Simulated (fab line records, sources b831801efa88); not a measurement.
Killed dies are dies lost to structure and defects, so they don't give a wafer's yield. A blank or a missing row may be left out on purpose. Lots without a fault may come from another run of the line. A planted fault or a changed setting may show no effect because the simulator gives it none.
fab line records | flow sky130
record lots=24 wafers=72 last_day=50
route steps=708 shown VIA1@481 METAL2@487 VIA2@529
lots that met no fault: from a run of the same line without faults
start_h: hours from the record's first day to the start of the lot's first wafer shown | wait_h: hours since the lot's step before | " the same as in the row above | L1.1+2: a row that stands for several wafers | - no value, or no start given | * or withheld: withheld | < > ~ a bound
route shown NAME@n: a module of which the file shows steps, and the number in the route of the first | usual: mean/standard deviation of fault-free wafers | same: alike in all rows | chamber/n: place in a boat | sites: the reading at each site | _std_site: their standard deviation | _edge_site: outer sites' mean less inner sites' | radius_mm: how far each site lies from the wafer's centre | mask NAME#n: copy n | behind: the tool/chamber that last shaped the wafer | hold: why the lot was held/for how many hours/how that ended | device: the transistor (n, p or np) that didn't switch | end of line: the same wafers' tests at the end of the route | a step without rows: its recipe alone | killed: dies lost to structure and defects at the first sort, not the wafer's yield | map: a wafer's dies, x killed, . not, _ none there
set.NAME: the setting as run; set.NAME@STEP: as run at that earlier step | model.NAME: the simulator's own value behind a step, which no gauge read
steps of the route over a sample of lots; a table a step, a row a wafer
services: from which hour (start_h, from the record's first day; less than 0 if before it) a tool's chamber was out of use, for how many hours, and why
## steps
# step SKY_VIA1_THK_MEAS_23
# recipe thk_meas_gauge=xrf reads=W_of_VIA1_CVD_21
# usual VIA1_W_THK=274/4.3
# columns lot.wafer tool chamber start_h wait_h VIA1_W_THK[nm]
L074.3 film_metro-04 - 787.49 0.1 278
L074.4 " - " " 277
L074.5 " - " " 278
L075.3 film_metro-01 - 801.91 0.1 269
L075.4 " - " " 267
L075.6 " - " " 266
L076.1 film_metro-01 - 820.21 0.1 270
L076.2 " - " " 270
L076.3 " - " " 272
L077.2 film_metro-03 - 829.87 0.1 277
L077.4 " - " " 274
L077.5 " - " " 270
L079.4 film_metro-01 - 833.30 0.1 276
L079.5 " - " " 271
L079.6 " - " " 274
L078.2 film_metro-04 - 840.58 0.1 271
L078.3 " - " " 272
L078.4 " - " " 273
L080.2 film_metro-04 - 845.38 0.1 275
L080.5 " - " " 275
L080.6 " - " " 276
L081.2 film_metro-04 - 858.28 0.1 282
L081.4 " - " " 277
L081.6 " - " " 277
L082.3 film_metro-04 - 859.07 0.1 273
L082.5 " - " " 274
L082.6 " - " " 273
L083.3 film_metro-03 - 860.58 0.1 277
L083.5 " - " " 279
L083.6 " - " " 276
L084.1 film_metro-04 - 871.02 0.1 281
L084.4 " - " " 277
L084.6 " - " " 275
L085.2 film_metro-04 - 881.10 0.1 277
L085.3 " - " " 274
L085.6 " - " " 277
L086.3 film_metro-04 - 887.51 0.1 278
L086.5 " - " " 275
L086.6 " - " " 286
L087.2 film_metro-03 - 896.78 0.1 269
L087.3 " - " " 273
L087.6 " - " " 269
L089.3 film_metro-03 - 905.81 0.1 268
L089.5 " - " " 268
L089.6 " - " " 275
L088.1 film_metro-03 - 907.55 0.1 271
L088.2 " - " " 276
L088.6 " - " " 278
L090.1 film_metro-03 - 917.98 0.1 265
L090.3 " - " " 266
L090.5 " - " " 272
L091.1 film_metro-04 - 924.57 0.1 272
L091.2 " - " " 273
L091.6 " - " " 273
L092.1 film_metro-01 - 927.64 0.1 267
L092.4 " - " " 269
L092.6 " - " " 270
L093.2 film_metro-04 - 935.40 0.1 274
L093.4 " - " " 268
L093.6 " - " " 267
L094.2 film_metro-01 - 945.27 0.1 272
L094.5 " - " " 273
L094.6 " - " " 275
L095.2 film_metro-01 - 945.47 0.1 270
L095.5 " - " " 276
L095.6 " - " " 270
L096.1 film_metro-04 - 952.26 0.1 275
L096.2 " - " " 272
L096.6 " - " " 267
L097.1 film_metro-03 - 961.77 0.1 276
L097.5 " - " " 279
L097.6 " - " " 274
# step SKY_VIA1_CMP_24
# recipe stop_on=SiO2 t_overpolish_s=15 down_force_psi=3.5 platen_rpm=60 target_thk_nm=0 pad_velocity_m_s=0.94248
# usual motor_current_A=10.8/0.88 overpolish_run_s=15.002/0.0088 platen_rpm=60.00/0.039 retaining_ring_pressure_frac=1.000/0.0047 time_to_endpoint_s=62.5/3
# columns lot.wafer tool chamber start_h wait_h motor_current_A overpolish_run_s platen_rpm retaining_ring_pressure_frac time_to_endpoint_s
L074.3 cmp-02 1 787.65 0.1 10.6 14.993 60.00 1.001 60.5
L074.4 " 3 " " 11.2 15.010 60.02 0.994 61.6
L074.5 " 2 " " 12.0 15.015 59.98 1.001 59.1
L075.4 cmp-01 3 801.95 0.0 11.1 15.003 60.02 1.000 67.1
L075.3 " 2 " " 11.9 15.003 60.03 0.992 67.1
L075.6 " 0 " " 8.7 14.998 59.97 1.003 62.2
L076.3 cmp-02 3 820.27 0.0 11.3 14.989 59.98 1.003 63.2
L076.1 " 0 " " 10.8 14.998 60.05 0.992 63.3
L076.2 " 2 " " 10.2 14.993 59.99 1.000 62.5
L077.4 cmp-02 3 829.92 0.0 11.1 14.991 60.03 0.996 60.3
L077.2 " 0 " " 11.1 15.002 60.03 0.997 62.6
L077.5 " 3 " " 11.1 14.992 59.89 0.996 59.6
L079.4 cmp-02 1 833.48 0.2 10.7 15.009 60.05 1.000 62.2
L079.5 " 2 " " 11.6 15.000 60.03 1.003 61.4
L079.6 " 3 " " 10.9 15.005 59.96 0.997 60.6
L078.2 cmp-01 3 840.68 0.1 11.0 14.994 60.05 0.993 61.5
L078.4 " 0 " " 8.4 15.010 60.02 0.998 59.5
L078.3 " 1 " " 9.8 14.993 60.08 0.993 65.5
L080.2 cmp-01 0 845.53 0.1 8.2 15.000 60.00 0.999 58.6
L080.5 " 2 " " 11.7 14.997 59.98 0.996 61.4
L080.6 " 3 " " 11.5 14.988 59.99 0.993 61.2
L081.4 cmp-01 1 858.33 0.0 9.0 15.005 59.97 0.999 68.6
L081.2 " 0 " " 8.9 15.013 60.02 0.999 65.5
L081.6 " 2 " " 12.3 14.996 60.01 0.998 66.5
L082.3 cmp-02 2 859.16 0.1 11.7 15.003 59.98 0.991 58.2
L082.6 " 1 " " 10.7 14.996 59.97 1.003 58.3
L082.5 " 2 " " 12.1 14.996 60.02 0.999 56.6
L083.3 cmp-01 3 860.67 0.1 11.6 15.003 60.08 0.995 65.1
L083.5 " 2 " " 11.5 15.011 59.92 0.998 66.6
L083.6 " 3 " " 11.6 15.001 60.01 0.992 69.6
L084.1 cmp-02 0 871.13 0.1 11.2 15.005 60.01 0.993 57.7
L084.4 " 2 " " 11.7 14.999 59.98 1.002 58.1
L084.6 " 3 " " 10.9 14.996 59.97 1.001 58.0
L085.2 cmp-02 2 881.15 0.0 11.9 15.013 60.01 1.003 63.5
L085.3 " 0 " " 11.0 15.008 60.02 1.006 61.6
L085.6 " 2 " " 11.9 14.982 59.96 1.005 62.3
L086.3 cmp-02 3 887.70 0.2 11.0 15.011 59.96 1.000 59.5
L086.5 " 0 " " 10.6 15.002 60.03 1.003 64.7
L086.6 " 1 " " 11.0 15.004 60.05 1.000 62.5
L087.2 cmp-02 1 896.83 0.0 10.6 15.014 60.01 0.998 59.9
L087.3 " 0 " " 11.3 15.001 60.01 1.006 60.7
L087.6 " 2 " " 11.0 14.999 59.99 0.999 60.9
L089.3 cmp-02 1 905.85 0.0 10.5 15.006 59.96 0.998 60.7
L089.5 " 1 " " 10.8 14.986 60.04 1.000 61.3
L089.6 " 2 " " 11.2 15.003 59.96 1.003 63.0
L088.2 cmp-01 1 907.66 0.1 9.2 15.000 59.91 0.997 68.1
L088.1 " 2 " " 11.7 15.000 60.03 1.003 65.4
L088.6 " 1 " " 9.2 15.009 59.92 0.996 66.3
L090.3 cmp-02 2 918.14 0.1 11.1 14.997 60.00 1.006 61.8
L090.1 " 3 " " 10.6 14.994 60.01 0.994 60.8
L090.5 " 0 " " 10.4 15.019 60.02 1.006 61.4
L091.2 cmp-02 1 924.68 0.1 10.3 14.997 59.95 1.003 59.7
L091.1 " 3 " " 11.5 15.015 59.95 1.004 60.5
L091.6 " 1 " " 10.6 15.006 60.01 1.004 60.8
L092.1 cmp-02 1 927.70 0.1 10.4 15.008 59.96 0.994 63.4
L092.4 " 2 " " 11.5 15.009 60.03 0.997 63.8
L092.6 " 2 " " 11.0 15.008 60.03 0.993 62.0
L093.2 cmp-02 2 935.50 0.1 11.2 15.010 60.04 1.001 61.0
L093.4 " 0 " " 10.7 14.998 59.99 1.011 61.4
L093.6 " 2 " " 11.3 14.986 60.00 1.006 62.2
L094.2 cmp-02 2 945.32 0.0 11.4 14.981 59.97 1.011 61.2
L094.6 " 2 " " 11.2 14.995 60.01 1.013 63.8
L094.5 " 3 " " 11.0 14.995 60.06 0.996 60.9
L095.2 cmp-02 0 945.77 0.3 11.0 15.012 60.04 1.003 64.3
L095.6 " 1 " " 10.6 14.997 59.99 1.001 61.7
L095.5 " 2 " " 11.1 15.002 60.01 0.997 63.2
L096.2 cmp-01 3 952.37 0.1 10.9 15.001 60.01 1.013 64.4
L096.1 " 1 " " 9.0 15.016 60.05 0.994 69.2
L096.6 " 3 " " 11.3 15.014 60.00 1.006 60.8
L097.1 cmp-01 3 961.98 0.2 11.0 15.007 59.99 1.007 66.1
L097.5 " 0 " " 9.1 14.997 60.06 0.997 64.1
L097.6 " 1 " " 9.5 15.008 60.04 0.996 69.1
# step SKY_METAL2_SPUTTER_04
# recipe material=TiN target_thk_nm=70 power_w=6500 time_s=58.3 chamber_pressure_pa=0.4
# usual throttle_valve_pct=30.3/0.97
# columns lot.wafer tool chamber start_h wait_h throttle_valve_pct
L074.3 pvd_sputter-04 - 788.04 0.0 31.8
L074.4 " - " " 29.8
L074.5 " - " " 31.7
L075.3 pvd_sputter-02 - 802.34 0.0 29.7
L075.4 " - " " 31.0
L075.6 " - " " 30.9
L076.1 pvd_sputter-04 - 820.66 0.0 30.5
L076.2 " - " " 29.8
L076.3 " - " " 31.7
L077.2 pvd_sputter-04 - 830.31 0.0 31.7
L077.4 " - " " 30.1
L077.5 " - " " 29.6
L079.4 pvd_sputter-03 - 833.72 0.0 28.0
L079.5 " - " " 29.5
L079.6 " - " " 29.5
L078.2 pvd_sputter-04 - 841.02 0.0 31.6
L078.3 " - " " 29.5
L078.4 " - " " 30.5
L080.2 pvd_sputter-02 - 845.82 0.0 30.9
L080.5 " - " " 31.0
L080.6 " - " " 30.3
L081.2 pvd_sputter-03 - 858.72 0.0 29.4
L081.4 " - " " 29.4
L081.6 " - " " 30.7
L082.3 pvd_sputter-02 - 859.50 0.0 29.6
L082.5 " - " " 31.2
L082.6 " - " " 29.7
L083.3 pvd_sputter-02 - 861.01 0.0 29.7
L083.5 " - " " 31.3
L083.6 " - " " 29.7
L084.1 pvd_sputter-02 - 871.47 0.0 30.8
L084.4 " - " " 30.4
L084.6 " - " " 31.0
L085.2 pvd_sputter-03 - 881.54 0.0 30.7
L085.3 " - " " 29.6
L085.6 " - " " 27.8
L086.3 pvd_sputter-03 - 887.94 0.0 30.6
L086.5 " - " " 29.5
L086.6 " - " " 29.2
L087.2 pvd_sputter-02 - 897.23 0.0 30.8
L087.3 " - " " 29.3
L087.6 " - " " 30.9
L089.3 pvd_sputter-04 - 906.24 0.0 30.7
L089.5 " - " " 30.7
L089.6 " - " " 31.3
L088.1 pvd_sputter-04 - 908.00 0.0 30.3
L088.2 " - " " 30.5
L088.6 " - " " 29.7
L090.1 pvd_sputter-02 - 918.43 0.0 30.5
L090.3 " - " " 31.0
L090.5 " - " " 30.9
L091.1 pvd_sputter-04 - 925.02 0.0 29.7
L091.2 " - " " 30.4
L091.6 " - " " 30.5
L092.1 pvd_sputter-03 - 928.11 0.0 29.2
L092.4 " - " " 30.7
L092.6 " - " " 29.3
L093.2 pvd_sputter-04 - 935.84 0.0 30.3
L093.4 " - " " 31.5
L093.6 " - " " 30.3
L094.2 pvd_sputter-03 - 945.72 0.0 29.4
L094.5 " - " " 29.3
L094.6 " - " " 29.3
L095.2 pvd_sputter-02 - 946.01 0.0 30.4
L095.5 " - " " 31.2
L095.6 " - " " 30.7
L096.1 pvd_sputter-02 - 952.71 0.0 31.2
L096.2 " - " " 29.6
L096.6 " - " " 29.5
L097.1 pvd_sputter-04 - 962.22 0.0 29.8
L097.5 " - " " 31.4
L097.6 " - " " 31.0
# step SKY_VIA2_RS_MEAS_22
# recipe thk_meas_gauge=four-point-probe reads=W_of_VIA2_CVD_21+TiN_of_VIA2_SPUTTER_20
# usual VIA2_W_RS=0.2746/0.0022
# columns lot.wafer tool chamber start_h wait_h VIA2_W_RS[ohm/sq]
L074.3 film_metro-04 - 842.78 0.1 0.2754
L074.4 " - " " 0.2710
L074.5 " - " " 0.2722
L075.3 film_metro-04 - 857.09 0.1 0.2751
L075.4 " - " " 0.2734
L075.6 " - " " 0.2740
L076.1 film_metro-02 - 875.53 0.1 0.2748
L076.2 " - " " 0.2751
L076.3 " - " " 0.2734
L077.2 film_metro-03 - 883.97 0.1 0.2736
L077.4 " - " " 0.2755
L077.5 " - " " 0.2763
L079.4 film_metro-02 - 888.51 0.1 0.2769
L079.5 " - " " 0.2761
L079.6 " - " " 0.2792
L078.2 film_metro-04 - 895.60 0.1 0.2731
L078.3 " - " " 0.2734
L078.4 " - " " 0.2725
L080.2 film_metro-03 - 899.55 0.1 0.2723
L080.5 " - " " 0.2773
L080.6 " - " " 0.2738
L081.2 film_metro-04 - 912.51 0.1 0.2781
L081.4 " - " " 0.2760
L081.6 " - " " 0.2758
L082.3 film_metro-04 - 912.82 0.1 0.2768
L082.5 " - " " 0.2715
L082.6 " - " " 0.2743
L083.3 film_metro-02 - 914.28 0.1 0.2765
L083.5 " - " " 0.2738
L083.6 " - " " 0.2751
L084.1 film_metro-03 - 924.83 0.1 0.2722
L084.4 " - " " 0.2728
L084.6 " - " " 0.2741
L085.2 film_metro-04 - 934.98 0.1 0.2735
L085.3 " - " " 0.2740
L085.6 " - " " 0.2756
L086.3 film_metro-03 - 940.51 0.2 0.2780
L086.5 " - " " 0.2752
L086.6 " - " " 0.2770
L087.2 film_metro-02 - 949.12 0.1 0.2739
L087.3 " - " " 0.2743
L087.6 " - " " 0.2765
L089.3 film_metro-02 - 957.07 0.1 0.2766
L089.5 " - " " 0.2761
L089.6 " - " " 0.2770
L088.1 film_metro-02 - 960.06 0.1 0.2753
L088.2 " - " " 0.2756
L088.6 " - " " 0.2739
L090.1 film_metro-04 - 969.31 0.1 0.2720
L090.3 " - " " 0.2747
L090.5 " - " " 0.2740
L091.1 film_metro-04 - 976.28 0.1 0.2748
L091.2 " - " " 0.2771
L091.6 " - " " 0.2760
L092.1 film_metro-02 - 979.13 0.1 0.2719
L092.4 " - " " 0.2734
L092.6 " - " " 0.2728
L093.2 film_metro-03 - 986.37 0.1 0.2788
L093.4 " - " " 0.2757
L093.6 " - " " 0.2718
L094.2 film_metro-04 - 996.40 0.1 0.2744
L094.5 " - " " 0.2786
L094.6 " - " " 0.2764
L095.2 film_metro-04 - 996.72 0.1 0.2775
L095.5 " - " " 0.2749
L095.6 " - " " 0.2767
L096.1 film_metro-02 - 1002.23 0.1 0.2713
L096.2 " - " " 0.2751
L096.6 " - " " 0.2724
L097.1 film_metro-04 - 1012.30 0.1 0.2738
L097.5 " - " " 0.2775
L097.6 " - " " 0.2739
# step SKY_VIA2_THK_MEAS_23
# recipe thk_meas_gauge=xrf reads=W_of_VIA2_CVD_21
# usual VIA2_W_THK=430/6.1
# columns lot.wafer tool chamber start_h wait_h VIA2_W_THK[nm]
L074.3 film_metro-04 - 842.88 0.1 430
L074.4 " - " " 437
L074.5 " - " " 434
L075.3 film_metro-04 - 857.19 0.1 429
L075.4 " - " " 433
L075.6 " - " " 433
L076.1 film_metro-02 - 875.65 0.1 441
L076.2 " - " " 439
L076.3 " - " " 440
L077.2 film_metro-03 - 884.08 0.1 427
L077.4 " - " " 424
L077.5 " - " " 422
L079.4 film_metro-02 - 888.60 0.1 427
L079.5 " - " " 429
L079.6 " - " " 426
L078.2 film_metro-04 - 895.71 0.1 437
L078.3 " - " " 440
L078.4 " - " " 434
L080.2 film_metro-03 - 899.66 0.1 427
L080.5 " - " " 417
L080.6 " - " " 426
L081.2 film_metro-04 - 912.62 0.1 421
L081.4 " - " " 428
L081.6 " - " " 427
L082.3 film_metro-04 - 912.92 0.1 426
L082.5 " - " " 434
L082.6 " - " " 428
L083.3 film_metro-02 - 914.38 0.1 423
L083.5 " - " " 434
L083.6 " - " " 431
L084.1 film_metro-03 - 924.95 0.1 421
L084.4 " - " " 421
L084.6 " - " " 419
L085.2 film_metro-04 - 935.09 0.1 432
L085.3 " - " " 435
L085.6 " - " " 428
L086.3 film_metro-03 - 940.61 0.1 416
L086.5 " - " " 419
L086.6 " - " " 416
L087.2 film_metro-02 - 949.23 0.1 435
L087.3 " - " " 434
L087.6 " - " " 433
L089.3 film_metro-02 - 957.17 0.1 431
L089.5 " - " " 435
L089.6 " - " " 430
L088.1 film_metro-02 - 960.18 0.1 428
L088.2 " - " " 431
L088.6 " - " " 431
L090.1 film_metro-04 - 969.43 0.1 436
L090.3 " - " " 430
L090.5 " - " " 434
L091.1 film_metro-04 - 976.40 0.1 425
L091.2 " - " " 426
L091.6 " - " " 426
L092.1 film_metro-02 - 979.25 0.1 437
L092.4 " - " " 432
L092.6 " - " " 432
L093.2 film_metro-03 - 986.48 0.1 422
L093.4 " - " " 425
L093.6 " - " " 434
L094.2 film_metro-04 - 996.51 0.1 432
L094.5 " - " " 428
L094.6 " - " " 433
L095.2 film_metro-04 - 996.83 0.1 427
L095.5 " - " " 433
L095.6 " - " " 428
L096.1 film_metro-02 - 1002.35 0.1 434
L096.2 " - " " 428
L096.6 " - " " 432
L097.1 film_metro-04 - 1012.42 0.1 432
L097.5 " - " " 426
L097.6 " - " " 434
# step SKY_VIA2_CMP_24
# recipe stop_on=SiO2 t_overpolish_s=20 down_force_psi=3.5 platen_rpm=60 target_thk_nm=0 pad_velocity_m_s=0.94248
# usual motor_current_A=10.5/1.1 overpolish_run_s=20.000/0.0088 platen_rpm=60.00/0.045 retaining_ring_pressure_frac=1.001/0.0047 time_to_endpoint_s=99/3.5
# columns lot.wafer tool chamber start_h wait_h motor_current_A overpolish_run_s platen_rpm retaining_ring_pressure_frac time_to_endpoint_s
L074.4 cmp-02 3 842.97 0.1 11.2 19.999 60.00 1.003 92
L074.3 " 0 " " 10.9 19.990 59.98 1.006 95
L074.5 " 3 " " 10.6 19.995 59.96 1.008 94
L075.3 cmp-02 1 857.23 0.0 11.2 19.999 59.93 1.000 91
L075.4 " 3 " " 11.2 19.989 59.95 0.997 95
L075.6 " 1 " " 11.2 19.980 60.03 1.006 94
L076.2 cmp-02 1 875.71 0.0 10.8 20.000 59.95 1.001 95
L076.1 " 2 " " 11.2 19.994 60.05 1.002 90
L076.3 " 3 " " 10.8 19.996 60.02 0.995 96
L077.4 cmp-02 0 884.23 0.1 11.1 20.006 60.01 0.998 96
L077.2 " 1 " " 11.0 20.010 59.98 1.009 96
L077.5 " 3 " " 11.0 19.992 59.98 0.998 97
L079.4 cmp-02 0 888.68 0.1 10.6 20.008 59.98 1.005 98
L079.5 " 3 " " 11.7 19.990 60.03 1.002 94
L079.6 " 0 " " 11.2 19.994 60.01 0.999 95
L078.2 cmp-01 3 895.81 0.1 11.6 19.997 60.00 1.007 102
L078.3 " 0 " " 9.1 20.013 59.99 1.000 94
L078.4 " 1 " " 9.2 20.007 59.95 1.000 105
L080.2 cmp-02 0 899.81 0.1 10.5 19.991 60.02 1.006 101
L080.5 " 2 " " 11.1 19.998 59.96 1.001 99
L080.6 " 3 " " 11.4 19.996 59.97 1.006 101
L081.4 cmp-01 0 912.67 0.0 9.1 19.998 60.04 0.999 96
L081.2 " 2 " " 11.0 19.991 59.89 1.000 97
L081.6 " 0 " " 8.6 20.008 60.01 1.003 97
L082.3 cmp-02 3 912.96 0.0 11.5 20.016 60.06 1.002 94
L082.6 " 3 " " 11.1 20.004 60.00 1.001 97
L082.5 " 0 " " 10.7 20.000 60.08 1.006 101
L083.3 cmp-01 3 914.52 0.1 11.7 19.996 60.04 1.006 102
L083.6 " 1 " " 9.5 20.004 60.06 1.002 107
L083.5 " 2 " " 11.7 19.986 60.00 1.003 99
L084.1 cmp-02 0 925.11 0.1 10.7 19.981 60.02 0.994 100
L084.4 " 1 " " 10.0 19.986 59.92 1.002 100
L084.6 " 3 " " 11.1 20.015 59.96 1.003 100
L085.3 cmp-01 2 935.14 0.0 11.4 20.009 60.00 0.996 94
L085.2 " 1 " " 9.7 20.009 59.98 0.992 100
L085.6 " 3 " " 11.2 20.010 60.01 0.991 97
L086.3 cmp-01 1 940.70 0.1 9.3 19.988 60.07 1.006 104
L086.5 " 0 " " 9.1 20.002 59.99 0.991 98
L086.6 " 1 " " 9.1 20.011 59.99 1.007 100
L087.2 cmp-01 1 949.28 0.0 8.7 19.979 60.01 1.010 100
L087.3 " 3 " " 10.9 20.008 59.99 1.001 97
L087.6 " 2 " " 11.3 20.008 60.10 1.010 102
L089.3 cmp-01 3 957.21 0.0 11.4 19.997 60.00 0.999 102
L089.6 " 3 " " 11.9 19.995 60.00 0.997 103
L089.5 " 0 " " 8.9 20.011 59.99 0.999 102
L088.2 cmp-01 1 960.24 0.0 9.3 19.993 60.02 1.001 102
L088.1 " 3 " " 11.1 19.997 60.02 1.003 98
L088.6 " 2 " " 11.3 20.000 59.99 1.005 103
L090.1 cmp-01 3 969.49 0.1 11.5 19.990 59.99 1.003 105
L090.3 " 2 " " 11.5 20.005 59.97 0.997 102
L090.5 " 3 " " 11.6 19.992 60.01 0.999 106
L091.2 cmp-01 1 976.51 0.1 9.3 19.986 59.98 0.997 99
L091.1 " 3 " " 11.7 20.007 59.98 0.997 100
L091.6 " 1 " " 9.2 19.995 59.93 1.004 102
L092.4 cmp-01 3 979.41 0.1 11.4 19.992 59.97 1.003 98
L092.1 " 0 " " 9.0 19.999 59.94 0.996 97
L092.6 " 2 " " 11.4 20.004 60.03 0.996 97
L093.4 cmp-01 1 986.58 0.1 9.3 20.005 59.97 1.001 101
L093.2 " 3 " " 11.1 20.005 60.03 1.002 99
L093.6 " 1 " " 9.1 20.002 60.03 1.002 102
L094.2 cmp-01 0 996.66 0.1 8.6 20.001 60.01 1.006 97
L094.5 " 2 " " 11.7 19.991 60.05 0.996 97
L094.6 " 3 " " 12.2 19.995 60.02 1.006 100
L095.2 cmp-01 0 997.51 0.7 9.1 20.002 59.93 0.995 97
L095.6 " 3 " " 11.7 20.002 60.04 1.002 105
L095.5 " 0 " " 9.1 19.995 59.95 1.003 99
L096.1 cmp-01 0 1002.51 0.1 8.8 20.017 60.03 0.997 95
L096.2 " 1 " " 9.4 20.022 59.98 1.003 104
L096.6 " 3 " " 11.9 20.001 60.02 0.997 100
L097.1 cmp-01 3 1012.63 0.2 11.0 19.983 59.96 1.001 104
L097.6 " 0 " " 8.8 19.994 60.01 1.001 99
L097.5 " 1 " " 9.3 20.004 60.07 1.001 103
## services
# columns tool chamber start_h hours kind
cmp-02 - 777.18 0.8 repair
cmp-02 - 815.35 4.6 pm
cmp-01 - 878.97 6.1 pm
pvd_sputter-04 3 886.68 - consumable_replace:kit
pvd_sputter-04 3 886.68 18.0 scheduled_down
pvd_sputter-04 3 886.68 18.0 vent_cycle
cmp-01 - 889.05 4.6 repair
pvd_sputter-04 - 911.31 1.6 repair
cmp-01 - 914.89 4.0 pm
cmp-01 - 918.89 - consumable_replace:conditioner
cmp-01 - 918.89 - consumable_replace:pad
cmp-01 - 923.87 5.3 pm
pvd_sputter-02 1 954.68 - consumable_replace:kit
pvd_sputter-02 1 954.68 18.0 scheduled_down
pvd_sputter-02 1 954.68 18.0 vent_cycle
pvd_sputter-02 - 955.71 0.5 repair
cmp-02 - 996.36 1.1 repair
## key
fault none
